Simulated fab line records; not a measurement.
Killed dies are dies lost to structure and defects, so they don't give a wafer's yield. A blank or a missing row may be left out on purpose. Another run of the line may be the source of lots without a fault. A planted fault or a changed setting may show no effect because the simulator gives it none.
Split-lot experiment    flow sky130    23 wafers read from 5 lots, route of 708 steps

## SPLIT DETAILS
At SKY_VT_ADJUST_HVTR_IMPLANT_09, the setting energy_kev was moved away from the recipe's 10 on 8 of the 23 wafers read, by -2.7% to +5.5%. All remaining wafers had this setting at the recipe value.

The reading comes from the split's own step.

## THE READING
implant.drp_nm (the simulator's own value, which no gauge read), in nm, at SKY_VT_ADJUST_HVTR_IMPLANT_09. There is no usual value for it anywhere in the file.

wafer   tool, chamber at the split  energy_kev as run  against the recipe  implant.drp_nm, nm  against lot-mates on the recipe
L074.1  implanter-01, 0             10                 recipe              17.11               -
L074.3  implanter-01, 0             10                 recipe              17.11               -
L074.2  implanter-01, 0             10.55              +5.5%               17.77               +0.66
L074.5  implanter-01, 0             10.55              +5.5%               17.77               +0.66
L074.6  implanter-01, 0             10.55              +5.5%               17.77               +0.66
L075.1  implanter-03, 0             9.734              -2.7%               16.79               -0.32
L075.4  implanter-03, 0             9.734              -2.7%               16.79               -0.32
L075.3  implanter-03, 0             10                 recipe              17.11               -
L075.5  implanter-03, 0             10                 recipe              17.11               -
L075.6  implanter-03, 0             10                 recipe              17.11               -
L076.1  implanter-01, 0             10                 recipe              17.11               -
L076.2  implanter-01, 0             10                 recipe              17.11               -
L076.5  implanter-01, 0             10                 recipe              17.11               -
L083.1  implanter-01, 0             10.35              +3.5%               17.53               +0.42
L083.3  implanter-01, 0             10.35              +3.5%               17.53               +0.42
L083.5  implanter-01, 0             10.35              +3.5%               17.53               +0.42
L083.2  implanter-01, 0             10                 recipe              17.11               -
L083.4  implanter-01, 0             10                 recipe              17.11               -
L085.1  implanter-01, 0             10                 recipe              17.11               -
L085.2  implanter-01, 0             10                 recipe              17.11               -
L085.3  implanter-01, 0             10                 recipe              17.11               -
L085.4  implanter-01, 0             10                 recipe              17.11               -
L085.6  implanter-01, 0             10                 recipe              17.11               -

THE FIT
A straight line over all 23 wafers: implant.drp_nm changes by +0.12 nm for each +1% of energy_kev; r = +1.00; the points scatter about the line by 0.00021 nm.
The same after taking each lot's own level away (the mean of its wafers on the recipe; 23 wafers): +0.12 nm for each +1%; r = +1.00; scatter 0.00021 nm.
On that fit, the largest move of energy_kev shifts the reading by 0.66 nm.
The lots' own levels span 17.110 to 17.110 nm.
Hence the lot-to-lot level has little effect on the slope; both slopes agree.
Check: for one of the wafers moved furthest among these (+5.5%), held out of the fit, the line's prediction against its lot-mates is +0.66 nm. It came out at +0.66 nm against them.

## THESE WAFERS: OTHER SPLITS
Before the reading, these wafers also passed through other splits. Each is held against what the fit with the lots' levels taken away leaves over:
other split on the same wafers       wafers away from the commonest value  r with implant.drp_nm (lot level and that fit taken away)
SKY_VT_ADJUST_HVTR_COAT_02 spin_rpm  10                                    +0.22

## THE WHOLE CHAIN: every reading that the file lists as answering this split, in the file's order
step                           what it does  reading                                                          change (the file's fit)                r (the file's)
SKY_VT_ADJUST_HVTR_IMPLANT_09                implant.rp_nm (the simulator's own value, which no gauge read)   +0.32 nm for each +1% of the setting   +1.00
SKY_VT_ADJUST_HVTR_IMPLANT_09                implant.drp_nm (the simulator's own value, which no gauge read)  +0.119 nm for each +1% of the setting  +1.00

## THE FILE'S OWN FIT
implant.drp_nm changes by +0.119 nm for each +1% of energy_kev, r = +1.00.
